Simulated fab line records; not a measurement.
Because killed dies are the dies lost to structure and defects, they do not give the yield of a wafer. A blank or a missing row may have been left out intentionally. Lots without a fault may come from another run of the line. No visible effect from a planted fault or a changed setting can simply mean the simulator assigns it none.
2 desks, one fault	flow gf180mcu	each desk has only its own numbers; what lay behind them comes last

== THE METROLOGY DESK ==
What the gauges read, lot by lot, whatever tool the lot ran on: means of the sampled wafers that have a number. A lot is out of limits, marked OUT, if its mean lies more than 4 standard deviations from the usual mean; the brackets give that distance.
Columns: A = VT_IMPLANT_OVL at GF_VT_IMPLANT_OVL_MEAS_07, usual -0.5 nm; B = VT_IMPLANT_TW at GF_VT_IMPLANT_TW_MEAS_10, usual 564.9; C = VT_IMPLANT_3_TW at GF_VT_IMPLANT_TW_MEAS_32, usual 268.9
lot	first seen here	A	B	C
L498	day 5 13:43	0.4	563.5	269.8
L499	day 5 18:22	-0.3	568.5	268.0
L500	day 6 03:25	-1.1	562.8	268.5
L501	day 6 08:52	-1.7	563.1	268.1
L502	day 6 14:19	0.5	565.4	267.1
L504	day 7 01:26	0.9	565.4	267.6
L505	day 7 06:53	2.0	560.7	267.5
L506	day 7 22:49	0.4	567.0	272.0
L508	day 8 13:56	0.4	562.3	270.1
L509	day 8 21:28	-1.3	567.0	270.3
L511	day 9 06:43	-1.3	570.5	266.7
L512	day 9 11:05	-1.5	564.6	267.9
L513	day 9 13:01	-0.7	30.1 (-99 or more) OUT	269.8
L514	day 9 19:02	-3.3	29.8 (-99 or more) OUT	269.4
This desk reports L513, L514 out of limits; the earliest was L513 at day 9 13:19 (VT_IMPLANT_TW at GF_VT_IMPLANT_TW_MEAS_10). In limits: L498, L499, L500, L501, L502, L504, L505, L506, L508, L509, L511, L512.

== THE TOOL OWNER'S DESK: plasmaAsher-03 ==
The tool's own readings at GF_MVPSD_STRIP_10 (strips in O2/N2): means of the sampled wafers that have a number, for each lot that ran on this tool. A lot is out of limits, marked OUT, if its mean lies more than 4 standard deviations from the usual mean; the brackets give that distance.
Columns: A = chamberPressureMTorr at GF_MVPSD_STRIP_10, usual 1500.1 mTorr; B = drypumpMotorCurrentA at GF_MVPSD_STRIP_10, usual 5.3 A; C = heaterPowerW at GF_MVPSD_STRIP_10, usual 341 W; D = oesProductAu at GF_MVPSD_STRIP_10, usual 0.723 a.u.; E = stripTimeToEndpointS at GF_MVPSD_STRIP_10, usual 36.96 s
lot	first seen here	A	B	C	D	E
L498	day 4 23:35	1500.8	4.8	346	0.720	36.81
L500	day 5 13:19	1500.0	4.7	355	0.720	37.05
L506	day 7 07:34	1498.3	4.7	353	0.718	36.89
L508	day 7 21:23	1499.8	4.9	333	0.723	36.96
This desk's finding: nothing out of limits on any of the 4 lots.

== PUT TOGETHER ==
At day 9 13:19 the metrology desk could have sounded an alarm, on L513, L514.
The desk of the tool owner found nothing out of limits.
The tool owner's desk has no number on record for L513, L514.
GF_MVPSD_STRIP_10 was run on plasmaAsher-03 by each of the lots named.

== WHAT THE SIMULATOR HAD PUT IN ==
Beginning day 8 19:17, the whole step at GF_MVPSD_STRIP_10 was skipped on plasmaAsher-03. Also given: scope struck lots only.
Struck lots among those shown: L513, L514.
Per desk, hours elapsed from the start of the fault to the first reading out of limits: for the metrology desk, 18.
